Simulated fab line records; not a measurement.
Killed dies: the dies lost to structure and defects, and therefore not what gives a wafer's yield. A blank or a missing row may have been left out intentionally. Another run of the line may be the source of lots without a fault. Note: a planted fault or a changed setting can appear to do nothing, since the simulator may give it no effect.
fab line records	flow sky130
[record] lots = 6	wafers = 18	lastDay = 50
route steps=708 shown GATE_OXIDE@201 POLY_GATE@204 RES_PROTECT@206 PAD_OPEN@708
lots that met no fault: taken from a fault-free run of the same line
startH: the number of hours between the record's first day and the start of the first shown wafer of the lot	waitH: how many hours have passed since the lot's step before this one	" as in the row above	L1.1+2: a single row standing in for several wafers	- no value, or no start given	* or withheld: withheld	< > ~ a bound
route shown NAME@n: NAME is a module with steps in the file, n the number in the route of the first one	usual: average and standard deviation across the fault-free wafers	same: alike in all rows	chamber/n: place in a boat	sites: readings site by site	_std_site: the values' standard deviation	_edge_site: outer sites' mean less inner sites'	radiusMm: how far each site lies from the wafer's centre	mask NAME#n: copy n	behind: the last tool/chamber to shape the wafer	hold: why the lot went on hold/how many hours it stayed there/how the hold came to an end	device: whichever transistor did not switch (one of n, p or np)	end of line: the same wafers' tests at the end of the route	a step with no rows: only its recipe	killed: at the first sort, the dies lost to defects and structure; wafer yield is something else	map: a wafer's dies, marking killed ones x, the rest . and places with no die _
set.NAME: the run value of the setting; set.NAME@STEP: its run value at that earlier step	model.NAME: the simulator's own value behind a step, which no gauge read
certain route steps with their lots: each step a table, each wafer a row
services: from which hour (startH, from the record's first day; less than 0 if before it) a tool's chamber was out of use, for how many hours, and why
[[steps]]
[step SKY_GATE_OXIDE_TW_MEAS_14]
[usual] GATE_OXIDE_TW = 224.1/1.9
lot.wafer	tool	chamber	startH	waitH	GATE_OXIDE_TW
L664.3	filmMetro-01	-	332.77	0.1	222.5
L664.4	"	-	"	"	223.9
L664.6	"	-	"	"	223.2
L668.1	filmMetro-01	-	363.65	0.1	222.4
L668.5	"	-	"	"	224.7
L668.6	"	-	"	"	224.1
L671.1	filmMetro-03	-	387.94	0.1	221.5
L671.3	"	-	"	"	221.0
L671.5	"	-	"	"	221.8
L679.2	filmMetro-01	-	455.95	0.1	224.1
L679.3	"	-	"	"	224.3
L679.6	"	-	"	"	223.6
L684.2	filmMetro-01	-	510.03	0.1	223.0
L684.3	"	-	"	"	222.9
L684.4	"	-	"	"	222.3
L685.1	filmMetro-03	-	520.45	0.1	223.7
L685.2	"	-	"	"	222.3
L685.6	"	-	"	"	223.8
[step SKY_GATE_OXIDE_CLEAN_15]
[recipe] chemistry = SC1/SC2	mix = 1:4:20	tempC = 70	timeS = 150	dry = n2Spin
[step SKY_GATE_OXIDE_OXIDATION_16]
[recipe] tempC = 800	ambient = O2	idleTempC = 700	rampUpCPerMin = 10	rampDownCPerMin = 3	stabiliseS = 600	purgeS = 300	targetThkA = 35.7	oxTimeS = 1915
[step SKY_POLY_GATE_CVD_00]
[recipe] material = poly-Si	targetThkNm = 180	tempC = 620	timeS = 720	pressureMtorr = 200
[step SKY_POLY_GATE_THK_MEAS_01]
[recipe] reads = poly-Si_of_POLY_GATE_CVD_00
[usual] POLY_GATE_CVD_00_THK = 180.3/1.7
lot.wafer	tool	chamber	startH	waitH	POLY_GATE_CVD_00_THK[nm]
L664.3	filmMetro-01	-	335.73	0.0	179.9
L664.4	"	-	"	"	180.5
L664.6	"	-	"	"	181.8
L668.1	filmMetro-01	-	368.90	0.0	178.8
L668.5	"	-	"	"	177.9
L668.6	"	-	"	"	179.1
L671.1	filmMetro-03	-	391.49	0.0	181.0
L671.3	"	-	"	"	181.8
L671.5	"	-	"	"	180.6
L679.2	filmMetro-02	-	459.39	0.0	177.5
L679.3	"	-	"	"	176.6
L679.6	"	-	"	"	176.5
L684.2	filmMetro-03	-	512.87	0.0	181.2
L684.3	"	-	"	"	181.2
L684.4	"	-	"	"	182.8
L685.1	filmMetro-02	-	523.29	0.0	183.7
L685.2	"	-	"	"	182.9
L685.6	"	-	"	"	185.0
[step SKY_RES_PROTECT_DEHYDRATE_00]
[recipe] tempC = 200	timeS = 60
[step SKY_RES_PROTECT_HMDS_01]
[recipe] primeTimeS = 60	primeTempC = 120
[step SKY_RES_PROTECT_COAT_02]
[recipe] resist = NOVOLAK	spinRpm = 3000	resistThkNm = 1140
[step SKY_RES_PROTECT_SOFTBAKE_03]
[recipe] tempC = 90	timeS = 60	resist = NOVOLAK
[step SKY_RES_PROTECT_EXPOSE_04]
[recipe] maskId = RPM	na = 0.6	sourceShape = conventional	sigmaOuter = 0.6	polarization = unpolarized	targetCdNm = 1270	doseMj = 131
[step SKY_RES_PROTECT_PEB_05]
[recipe] tempC = withheld	timeS = *	resist = NOVOLAK
[step SKY_RES_PROTECT_DEVELOP_06]
[recipe] resist = NOVOLAK	developer = TMAH	developTimeS = 60	devTempC = 23
[step SKY_POLY_GATE_IMPLANT_02]
[recipe] species = P	energyKev = 30	doseCm2 = 7.7e+15	tiltDeg = 0
[usual] beamOnS = 36.5/0.99	doseIonsCm2 = 7.702e+15/9.6e+12	endStationPressureTorr = 1.05e-05/5.8e-07
lot.wafer	tool	chamber	startH	waitH	beamOnS	doseIonsCm2	endStationPressureTorr
L664.3	implanter-04	0	362.99	0.1	39.4	7.716e+15	9.9e-06
L664.4	"	0	"	"	38.1	7.72e+15	1.13e-05
L664.6	"	0	"	"	36.5	7.692e+15	9.8e-06
L668.1	implanter-04	0	396.99	0.1	36.3	7.693e+15	1.03e-05
L668.5	"	0	"	"	38.1	7.712e+15	9.3e-06
L668.6	"	0	"	"	37.9	7.696e+15	1.04e-05
L671.1	implanter-04	0	421.04	0.1	37.6	7.693e+15	1e-05
L671.3	"	0	"	"	37.1	7.691e+15	1.08e-05
L671.5	"	0	"	"	37.3	7.711e+15	1.02e-05
L679.2	implanter-02	0	489.96	0.1	35.9	7.704e+15	1.06e-05
L679.3	"	0	"	"	36.6	7.696e+15	9.6e-06
L679.6	"	0	"	"	36.2	7.696e+15	1.06e-05
L684.2	implanter-02	0	543.15	0.1	12.5	2.705e+15	1.42e-05
L684.3	"	0	"	"	12.5	2.698e+15	1.49e-05
L684.4	"	0	"	"	12.6	2.706e+15	1.37e-05
L685.1	implanter-02	0	552.89	0.1	12.7	2.695e+15	1.55e-05
L685.2	"	0	"	"	12.6	2.689e+15	1.4e-05
L685.6	"	0	"	"	12.8	2.704e+15	1.35e-05
[step SKY_RES_PROTECT_STRIP_07]
[recipe] chemistry = O2/N2	powerW = 1400	pressureMtorr = 1500	platenTempC = withheld	o2FlowSccm = 3000	n2FlowSccm = 300	overashFraction = 0.5
[usual] drypumpMotorCurrentA = 5.97/0.27	oesProductAu = 0.517/0.0042	stripTimeToEndpointS = 23.28/0.036
[same] overashFraction = 0.5
lot.wafer	tool	chamber	startH	waitH	drypumpMotorCurrentA	oesProductAu	rfHoursCounterH	stripTimeToEndpointS
L664.3	plasmaAsher-04	0	363.12	0.1	6.24	0.517	-	23.30
L664.4	"	1	"	"	6.11	0.518	-	23.28
L664.6	"	0	"	"	6.22	0.517	-	23.30
L668.1	plasmaAsher-01	1	397.14	0.1	5.52	0.520	72	23.27
L668.5	"	0	"	"	5.81	0.522	-	23.27
L668.6	"	1	"	"	5.48	0.515	-	23.22
L671.1	plasmaAsher-01	0	421.19	0.1	5.80	0.520	74	23.28
L671.3	"	0	"	"	5.80	0.517	-	23.29
L671.5	"	0	"	"	5.82	0.516	-	23.30
L679.2	plasmaAsher-01	0	490.09	0.1	5.77	0.512	81	23.28
L679.3	"	0	"	"	5.77	0.516	-	23.30
L679.6	"	1	"	"	5.45	0.513	-	23.31
L684.2	plasmaAsher-04	1	543.28	0.1	6.10	0.583	11	19.21
L684.3	"	0	"	"	6.23	0.582	-	19.27
L684.4	"	1	"	"	6.11	0.584	-	19.22
L685.1	plasmaAsher-03	0	553.04	0.1	5.71	0.579	40	19.13
L685.2	"	1	"	"	6.19	0.586	40	19.13
L685.6	"	1	"	"	6.19	0.576	-	19.18
[step SKY_RES_PROTECT_TW_MEAS_08]
[usual] POLY_GATE_TW = 4017/45
lot.wafer	tool	chamber	startH	waitH	hold	POLY_GATE_TW
L664.3	filmMetro-02	-	363.21	0.1	-	4014
L664.4	"	-	"	"	-	4008
L664.6	"	-	"	"	-	4011
L668.1	filmMetro-04	-	397.24	0.1	-	4053
L668.5	"	-	"	"	-	4056
L668.6	"	-	"	"	-	4071
L671.1	filmMetro-04	-	421.29	0.1	-	4073
L671.3	"	-	"	"	-	4059
L671.5	"	-	"	"	-	4074
L679.2	filmMetro-04	-	490.20	0.1	-	4081
L679.3	"	-	"	"	-	4069
L679.6	"	-	"	"	-	4061
L684.2	filmMetro-03	-	543.39	0.1	awaitDispo/0.2h/release	3616
L684.3	"	-	"	"	awaitDispo/0.2h/release	3624
L684.4	"	-	"	"	awaitDispo/0.2h/release	3591
L684.2	filmMetro-03	-	543.62	0.2	-	3614
L684.3	"	-	"	"	-	3618
L684.4	"	-	"	"	-	3607
L685.1	filmMetro-02	-	553.14	0.1	awaitDispo/0.2h/release	3617
L685.2	"	-	"	"	awaitDispo/0.2h/release	3614
L685.6	"	-	"	"	awaitDispo/0.2h/release	3622
L685.1	filmMetro-02	-	553.37	0.2	-	3608
L685.2	"	-	"	"	-	3609
L685.6	"	-	"	"	-	3612
[step SKY_PAD_OPEN_PROBE_99]
[usual] killed_at_M0_to_M3 = 43/6.8	killed_at_M4_up = 3.3/2.1	killedAtContacts = 24/5	killedAtFrontEnd = 15/4.4	killedAtOther = 0.3/0.57	killedDies = 86/9.7	killedOnRim = 17/3.6	killedOpen = 47/7.3	killedShort = 39/6.1
[same] grossDies = 492	killedAtBackSide = 0
lot.wafer	tool	chamber	startH	waitH	killed_at_M0_to_M3	killed_at_M4_up	killedAtContacts	killedAtFrontEnd	killedAtOther	killedDies	killedOnRim	killedOpen	killedShort	model.etest.resPoly.lineOhmUm	model.etest.liconPoly.rcOhm	model.etest.resPoly.rsOhmSq	model.etest.nfet_01v8.rOnOhmUm	model.etest.nfet_01v8_swapped.driveUaUm	model.etest.nfet_01v8_turned.driveUaUm	model.etest.nfet_01v8_lvt.driveUaUm	model.etest.nfet_01v8.driveUaUm
L664.3	prober-02	-	1093.77	0.2	41	8	17	15	1	82	21	37	45	482.2	152.8	47.83	832.7	501.3	499.8	568	500.9
L664.4	prober-02	-	1093.82	0.2	40	4	25	16	0	85	15	45	39	517.7	156.4	48.15	810.6	518.8	516.7	588.3	513.2
L664.6	prober-02	-	1093.92	0.2	35	3	24	18	0	80	16	41	39	486.2	154.3	47.23	851.9	492.8	496.1	561.7	493.4
L668.1	prober-02	-	1120.82	0.1	40	1	26	11	0	78	19	43	35	532.5	156.3	49.73	806	518.9	520.9	593	517.1
L668.5	prober-02	-	1121.02	0.2	39	3	19	16	0	77	17	33	44	514.5	153.3	49.82	825.8	512.5	507.6	581.4	510.2
L668.6	prober-02	-	1121.07	0.2	49	3	23	18	1	94	25	59	34	516.6	155.4	49.04	836.6	507.3	507.4	573.6	501
L671.1	prober-01	-	1133.55	0.1	48	2	24	19	0	93	19	48	45	503.1	154.5	48.17	819.9	519	515.8	588.9	514.5
L671.3	prober-01	-	1133.65	0.2	43	4	21	16	0	84	16	46	38	488.8	147.6	46.66	821.6	514.5	516.6	590.5	517.5
L671.5	prober-01	-	1133.75	0.2	41	2	28	18	1	90	10	50	40	524	152.4	48.79	821.1	511.6	511.9	587.5	517.2
L679.2	prober-01	-	1175.68	0.1	31	4	24	14	0	73	15	46	27	532.2	157.2	48.3	847.6	501.3	498.4	565.4	498
L679.3	prober-01	-	1175.73	0.2	41	4	19	25	0	89	11	47	41	542.3	151.2	48.64	818.5	511.2	506.4	575.6	506.4
L679.6	prober-01	-	1175.88	0.2	48	3	22	16	0	89	15	48	41	535	148.7	48.79	836.4	495.4	493.8	558.6	494
L684.2	prober-02	-	1204.08	0.1	47	3	26	17	0	93	17	46	47	1597	1143	153.5	876	468.4	463.3	533.2	464.6
L684.3	prober-02	-	1204.13	0.2	43	0	27	10	0	80	16	36	44	1551	1093	149.9	874.5	471.5	473.2	539.7	470.6
L684.4	prober-02	-	1204.18	0.2	40	1	31	19	0	91	22	50	41	1593	1083	147.9	883.9	456.7	453.8	523.2	454.2
L685.1	prober-01	-	1206.46	0.1	42	2	19	22	0	85	15	41	43	1491	1163	150.5	936.1	446.5	444.7	516.7	445.9
L685.2	prober-01	-	1206.51	0.1	43	1	31	17	0	92	17	47	43	1554	1152	150.5	892.1	455.3	453.8	527.9	454.9
L685.6	prober-01	-	1206.71	0.2	38	0	26	21	1	86	14	47	38	1617	1186	149.8	883.1	458.7	464	532.2	462.8
// killed by level:class
L664.3 CONTACT:geometricParticle:short=9 VIA1:geometricParticle:open=9 FIELD_ISO:geometricParticle:open=6 METAL4:geometricParticle:short=6 METAL3:geometricParticle:short=6 VIA3:geometricParticle:open=6 POLY_GATE:geometricParticle:short=4 CONTACT:geometricParticle:open=4
L664.4 CONTACT:geometricParticle:open=8 VIA1:geometricParticle:open=8 VIA3:geometricParticle:open=8 LI_CONTACT:geometricParticle:open=6 CONTACT:geometricParticle:short=5 METAL1:geometricParticle:short=5 VIA1:geometricParticle:short=5 POLY_GATE:geometricParticle:short=4
L664.6 CONTACT:geometricParticle:open=9 VIA1:geometricParticle:short=7 VIA1:geometricParticle:open=7 FIELD_ISO:geometricParticle:open=6 VIA2:geometricParticle:open=6 LI_CONTACT:geometricParticle:open=5 CONTACT:geometricParticle:short=5 POLY_GATE:geometricParticle:short=4
L668.1 CONTACT:geometricParticle:open=10 VIA1:geometricParticle:open=10 LI_CONTACT:geometricParticle:open=7 METAL2:geometricParticle:short=6 VIA1:geometricParticle:short=5 CONTACT:geometricParticle:short=4 METAL1:geometricParticle:short=4 VIA2:geometricParticle:open=4
L668.5 CONTACT:geometricParticle:open=8 POLY_GATE:geometricParticle:short=6 VIA1:geometricParticle:short=6 VIA1:geometricParticle:open=6 VIA2:geometricParticle:short=6 METAL2:geometricParticle:short=5 METAL3:geometricParticle:short=5 VIA3:geometricParticle:open=5
L668.6 VIA3:geometricParticle:open=11 VIA1:geometricParticle:open=10 CONTACT:geometricParticle:open=9 VIA2:geometricParticle:open=8 POLY_GATE:geometricParticle:open=6 CONTACT:geometricParticle:short=5 VIA1:geometricParticle:short=5 LI_CONTACT:geometricParticle:open=4
L671.1 VIA1:geometricParticle:open=11 VIA3:geometricParticle:open=9 POLY_GATE:geometricParticle:short=6 VIA2:geometricParticle:short=6 CONTACT:geometricParticle:open=6 VIA2:geometricParticle:open=6 LI_CONTACT:geometricParticle:short=5 LI_CONTACT:geometricParticle:open=5
L671.3 CONTACT:geometricParticle:open=9 VIA1:geometricParticle:open=9 VIA2:geometricParticle:open=8 VIA3:geometricParticle:open=7 LI_CONTACT:geometricParticle:open=6 POLY_GATE:geometricParticle:short=5 POLY_GATE:geometricParticle:open=5 VIA1:geometricParticle:short=4
L671.5 CONTACT:geometricParticle:open=10 VIA2:geometricParticle:open=8 LI_CONTACT:geometricParticle:open=7 VIA1:geometricParticle:open=6 FIELD_ISO:geometricParticle:open=5 METAL2:geometricParticle:short=5 METAL1:geometricParticle:short=5 CONTACT:geometricParticle:short=5
L679.2 VIA1:geometricParticle:open=9 LI_CONTACT:geometricParticle:open=9 CONTACT:geometricParticle:open=8 METAL1:geometricParticle:short=5 VIA2:geometricParticle:open=5 POLY_GATE:geometricParticle:open=4 POLY_GATE:geometricParticle:short=4 LOCAL_INTERCONNECT:geometricParticle:short=4
L679.3 VIA1:geometricParticle:open=10 POLY_GATE:geometricParticle:open=6 LOCAL_INTERCONNECT:geometricParticle:short=6 VIA2:geometricParticle:open=6 VIA3:geometricParticle:open=6 METAL2:geometricParticle:short=5 POLY_GATE:geometricParticle:short=4 CONTACT:geometricParticle:short=4
L679.6 VIA1:geometricParticle:open=12 LI_CONTACT:geometricParticle:open=9 VIA2:geometricParticle:open=9 METAL2:geometricParticle:short=7 METAL1:geometricParticle:short=5 VIA3:geometricParticle:open=5 LOCAL_INTERCONNECT:geometricParticle:short=4 CONTACT:geometricParticle:open=4
L684.2 CONTACT:geometricParticle:open=8 LI_CONTACT:geometricParticle:open=7 CONTACT:geometricParticle:short=7 VIA1:geometricParticle:open=7 VIA2:geometricParticle:open=7 VIA3:geometricParticle:open=7 POLY_GATE:geometricParticle:short=5 VIA3:geometricParticle:short=5
L684.3 VIA1:geometricParticle:short=9 CONTACT:geometricParticle:short=7 CONTACT:geometricParticle:open=7 LOCAL_INTERCONNECT:geometricParticle:short=6 VIA1:geometricParticle:open=6 VIA2:geometricParticle:open=6 FIELD_ISO:geometricParticle:open=5 LI_CONTACT:geometricParticle:open=5
L684.4 LI_CONTACT:geometricParticle:open=14 VIA2:geometricParticle:short=9 VIA1:geometricParticle:open=8 FIELD_ISO:geometricParticle:open=7 CONTACT:geometricParticle:open=6 CONTACT:geometricParticle:short=5 VIA3:geometricParticle:open=5 METAL2:geometricParticle:short=4
L685.1 VIA3:geometricParticle:open=9 CONTACT:geometricParticle:open=9 METAL1:geometricParticle:short=9 FIELD_ISO:geometricParticle:short=8 VIA1:geometricParticle:open=6 VIA2:geometricParticle:open=6 POLY_GATE:geometricParticle:short=5 POLY_GATE:geometricParticle:open=5
L685.2 CONTACT:geometricParticle:open=13 CONTACT:geometricParticle:short=9 VIA1:geometricParticle:open=8 FIELD_ISO:geometricParticle:short=7 VIA3:geometricParticle:short=6 LI_CONTACT:geometricParticle:open=6 VIA2:geometricParticle:open=6 METAL1:geometricParticle:short=5
L685.6 LI_CONTACT:geometricParticle:open=9 VIA1:geometricParticle:open=9 CONTACT:geometricParticle:open=7 VIA2:geometricParticle:short=6 VIA3:geometricParticle:open=5 METAL1:geometricParticle:short=5 POLY_GATE:geometricParticle:open=4 LOCAL_INTERCONNECT:geometricParticle:short=4
[[services]]
tool	chamber	startH	hours	kind
plasmaAsher-04	-	342.92	3.4	repair
plasmaAsher-04	-	346.48	14.6	pm
plasmaAsher-03	-	373.65	14.6	pm
implanter-02	-	394.68	4.4	repair
implanter-02	-	417.20	6.1	repair
plasmaAsher-04	-	421.25	9.0	pm
plasmaAsher-04	0	421.25	9.0	ventCycle
plasmaAsher-04	1	421.25	9.0	ventCycle
implanter-04	-	423.47	4.1	pm
plasmaAsher-04	0	430.25	-	clean
plasmaAsher-04	1	430.25	-	clean
plasmaAsher-04	-	471.61	11.1	repair
plasmaAsher-01	-	473.88	1.2	repair
implanter-04	-	486.94	24.7	repair
plasmaAsher-01	-	491.65	4.8	repair
plasmaAsher-03	-	522.08	15.6	pm
plasmaAsher-01	-	527.63	2.8	pm
[[key]]
[firstSign] step = SKY_POLY_GATE_IMPLANT_02	reading = doseIonsCm2	direction = down	sigmas = 99+	usual = *	struck = *
[effect] step = SKY_POLY_GATE_IMPLANT_02	reading = beamOnS	direction = down	sigmas = 24	usual = 36.5	struck = 12.6
[effect] step = SKY_RES_PROTECT_STRIP_07	reading = stripTimeToEndpointS	direction = down	sigmas = 99+	usual = *	struck = *
[effect] step = SKY_RES_PROTECT_TW_MEAS_08	reading = visit	direction = added
[effect] step = SKY_RES_PROTECT_TW_MEAS_08	reading = POLY_GATE_TW	direction = down	sigmas = 8.9	usual = 4017	struck = 3614
[modelEffect] step = SKY_PAD_OPEN_PROBE_99	value = etest.resPoly.lineOhmUm	without = 492.1	struck = 1567
metAt SKY_POLY_GATE_IMPLANT_02
struckWafers L684.2,L684.3,L684.4,L685.1,L685.2,L685.6
testerLeftOut L684,L685
onsetBetween 489.96 543.15
[fault] kind = processParameterDrift	tool = implanter-02	chamber = -	onsetH = 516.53	steps = SKY_POLY_GATE_IMPLANT_02	channel = doseCm2	offset = *	shape = step	endH = 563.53	actsIn = *	stated = *
// testerLeftOut: of these lots the tester's yield and bins aren't shown, on N5 and GAA mostly nor the transistor test; their killed dies are dies lost to structure and defects alone, not to doping, threshold or leakage, so they don't give the yield
